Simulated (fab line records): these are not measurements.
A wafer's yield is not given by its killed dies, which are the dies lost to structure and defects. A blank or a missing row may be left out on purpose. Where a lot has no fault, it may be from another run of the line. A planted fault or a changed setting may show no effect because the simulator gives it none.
Which of the tools did it? / flow gf180mcu / at 1 step of a route of 602, 13 lots with 39 wafers sampled

## WHAT EACH GAUGE READ, for each wafer
GF_M2_OVL_MEAS_15.
lot=L650; measured=day 20 03:41; on=overlay-01; M2_OVL (nm)=6 0 2
lot=L651; measured=day 20 07:32; on=overlay-01; M2_OVL (nm)=-2 2 2
lot=L654; measured=day 21 12:03; on=overlay-02; M2_OVL (nm)=-9 4 2
lot=L656; measured=day 22 14:36; on=overlay-02; M2_OVL (nm)=-2 5 4
lot=L657; measured=day 22 20:05; on=overlay-02; M2_OVL (nm)=1 7 11
lot=L658; measured=day 23 08:13; on=overlay-01; M2_OVL (nm)=-3 -1 3
lot=L660; measured=day 23 21:02; on=overlay-02; M2_OVL (nm)=0 1 2
lot=L664; measured=day 24 23:51; on=overlay-02; M2_OVL (nm)=-5 -9 1
lot=L666; measured=day 25 14:40; on=overlay-02; M2_OVL (nm)=7 -4 0
lot=L667; measured=day 25 21:17; on=overlay-01; M2_OVL (nm)=9 9 3
lot=L668; measured=day 26 07:56; on=overlay-01; M2_OVL (nm)=2 5 -2
lot=L670; measured=day 26 19:26; on=overlay-02; M2_OVL (nm)=1 0 9
lot=L671; measured=day 27 04:00; on=overlay-02; M2_OVL (nm)=-3 -1 -2

## TOOL THAT RAN EACH LOT (tool first, then ch and the chambers of the sampled wafers, then the start)
No process step before these readings appears in the record.

## WHAT THE TOOLS THEMSELVES READ (means of the sampled wafers that have a number; where no wafer has one, the mark that the record gives instead)
The record holds no such reading with a usual standard deviation.

## THE ANSWER, worked out from the rows above alone
Rule: what is usual is taken from the lots themselves. The widest of any qualifying gaps counts: lots, ordered by their means at a reading, are off when they make up no more than a third of the lots, leave a main group of 4 or more, and stand apart from it by 3 or more times the standard deviation of that group's means. A main group is skipped when, at the precision printed for the reading in the tables above, its means are all equal. A lot without any number at a reading at which 4 lots or more have one is off too. All remaining lots with rows at the step are treated as sound. After the gauges, taken in route order, come the tools' own readings; for these a lot's mean is taken, as printed above. At the first step where some lot is off, the reading lying furthest off is the one used; lots without a number count as furthest.
Nothing can be told from this: no lot is off at any reading shown.

## WHAT WAS PUT IN BY THE SIMULATOR
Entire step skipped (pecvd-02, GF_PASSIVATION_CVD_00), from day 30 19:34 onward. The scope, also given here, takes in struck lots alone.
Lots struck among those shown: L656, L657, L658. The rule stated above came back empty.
